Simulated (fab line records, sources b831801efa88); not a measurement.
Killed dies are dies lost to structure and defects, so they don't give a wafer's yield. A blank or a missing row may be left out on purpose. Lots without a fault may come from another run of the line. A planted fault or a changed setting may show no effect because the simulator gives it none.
Which tool did it? | flow gf180mcu | 14 lots, 42 wafers sampled, at 3 steps of a route of 602

WHAT THE GAUGES READ, wafer by wafer
GF_HV_LDD_OVL_MEAS_08. Usual: HV_LDD_OVL 0.7 nm, standard deviation 1.1.
lot  | measured     | on         | HV_LDD_OVL (nm) | flag
L637 | day 10 04:41 | overlay-01 | -0.3 1.9 0.3    |
L638 | day 10 13:13 | overlay-01 | 0.8 2.1 2.9     |
L640 | day 11 02:17 | overlay-02 | -0.6 -0.6 0.4   |
L641 | day 11 14:41 | overlay-02 | 2.2 0.9 -0.1    |
L642 | day 11 16:21 | overlay-01 | 1.5 1.9 2.2     |
L643 | day 12 03:38 | overlay-02 | -0.6 -0.7 1.2   |
L652 | day 15 01:26 | overlay-02 | 0.4 -1.5 0.5    |
L655 | day 15 22:29 | overlay-01 | 3.2 2.5 1.5     |
L656 | day 16 05:53 | overlay-01 | 0.9 0.4 -0.4    |
L657 | day 16 14:02 | overlay-02 | 2.4 2.9 1.1     |
L658 | day 16 22:14 | overlay-02 | 1.6 1.0 0.5     |
L659 | day 17 07:58 | overlay-02 | -1.0 1.0 -0.2   |

GF_HV_LDD_TW_MEAS_11. Usual: HV_LDD_TW 2411, standard deviation 14.
lot  | measured     | on            | HV_LDD_TW      | flag
L637 | day 10 04:59 | film_metro-02 | 2403 2404 2418 |
L638 | day 10 13:31 | film_metro-02 | 2398 2391 2405 |
L640 | day 11 02:34 | film_metro-01 | 2425 2400 2421 |
L641 | day 11 14:58 | film_metro-02 | 2401 2405 2406 |
L642 | day 11 16:38 | film_metro-01 | 2419 2408 2416 |
L643 | day 12 03:56 | film_metro-02 | 2400 2416 2419 |
L652 | day 15 01:43 | film_metro-02 | 2402 2402 2387 |
L655 | day 15 22:47 | film_metro-02 | 2403 2397 2412 |
L656 | day 16 06:11 | film_metro-01 | 2401 2407 2397 |
L657 | day 16 14:20 | film_metro-04 | 2415 2434 2431 |
L658 | day 16 22:31 | film_metro-01 | 2408 2403 2394 |
L659 | day 17 08:16 | film_metro-02 | 2383 2397 2406 |

WHICH TOOL RAN EACH LOT (tool, then ch and the chambers of the sampled wafers, then the start)
lot  | GF_POLY_GATE_STRIP_14
L637 | plasma_asher-03 ch 0,1, day 9 09:55
L638 | plasma_asher-04 ch 0,1, day 9 18:23
L640 | plasma_asher-03 ch 0,1, day 10 07:02
L641 | plasma_asher-01 ch 0,1, day 10 17:25
L642 | plasma_asher-04 ch 0,1, day 10 18:55
L643 | plasma_asher-01 ch 0,1, day 11 05:46
L649 | plasma_asher-03 ch 0,1, day 13 02:04
L650 | plasma_asher-04 ch 0,1, day 13 09:04
L652 | plasma_asher-01 ch 0,1, day 13 23:13
L655 | plasma_asher-03 ch 0,1, day 14 23:07
L656 | plasma_asher-01 ch 0,1, day 15 06:58
L657 | plasma_asher-03 ch 0,1, day 15 14:54
L658 | plasma_asher-04 ch 0,1, day 15 21:52
L659 | plasma_asher-03 ch 0,1, day 16 07:35
- GF_POLY_GATE_STRIP_14: strips in O2/N2.

WHAT THE TOOLS THEMSELVES READ (means of the sampled wafers that have a number; where no wafer has one, the mark that the record gives instead)
GF_POLY_GATE_STRIP_14. Usual: chamber_pressure_mTorr 1500.0 mTorr, standard deviation 1.3; drypump_motor_current_A 5.9 A, standard deviation 0.62; heater_power_w 327 W, standard deviation 32; oes_product_au 0.505 a.u., standard deviation 0.0044.
lot  | tool            | chamber_pressure_mTorr (mTorr) | drypump_motor_current_A (A) | heater_power_w (W) | oes_product_au (a.u.) | flag
L637 | plasma_asher-03 | 1499.1                         | 6.2                         | 346                | 0.506                 |
L638 | plasma_asher-04 | 1500.9                         | 5.7                         | 365                | 0.507                 |
L640 | plasma_asher-03 | 1500.2                         | 6.2                         | 338                | 0.507                 |
L641 | plasma_asher-01 | 1499.8                         | 6.1                         | 283                | 0.508                 |
L642 | plasma_asher-04 | 1500.1                         | 6.0                         | 355                | 0.503                 |
L643 | plasma_asher-01 | 1499.8                         | 5.7                         | 284                | 0.506                 |
L649 | plasma_asher-03 | -                              | -                           | -                  | -                     | OFF
L650 | plasma_asher-04 | -                              | -                           | -                  | -                     | OFF
L652 | plasma_asher-01 | 1500.2                         | 5.8                         | 281                | 0.506                 |
L655 | plasma_asher-03 | 1500.8                         | 6.2                         | 342                | 0.506                 |
L656 | plasma_asher-01 | 1499.7                         | 6.1                         | 280                | 0.505                 |
L657 | plasma_asher-03 | 1499.8                         | 6.2                         | 342                | 0.508                 |
L658 | plasma_asher-04 | 1499.5                         | 6.0                         | 348                | 0.505                 |
L659 | plasma_asher-03 | 1500.3                         | 5.7                         | 333                | 0.502                 |

THE ANSWER, worked out from the rows above alone
Rule: a lot is off if the mean of its wafers that have a number lies more than 3 standard deviations from the usual mean. A lot without any number at a reading at which 4 lots or more have one is off too. The other lots that the step has rows for count as sound. The gauges are gone through in route order, then the tools' own readings, and for those a lot's mean is taken as printed above. The first step at which some lot is off is used, and at that step the reading that is off furthest; a lot without a number counts as furthest.
Off: L649, L650, at GF_POLY_GATE_STRIP_14 (chamber_pressure_mTorr). Without a number there: L649, L650.
A tool fits if, at that step or a process step before it, it ran every lot that is off, and no sound lot after the first of them. None of those tried fits.

WHAT THE SIMULATOR HAD PUT IN
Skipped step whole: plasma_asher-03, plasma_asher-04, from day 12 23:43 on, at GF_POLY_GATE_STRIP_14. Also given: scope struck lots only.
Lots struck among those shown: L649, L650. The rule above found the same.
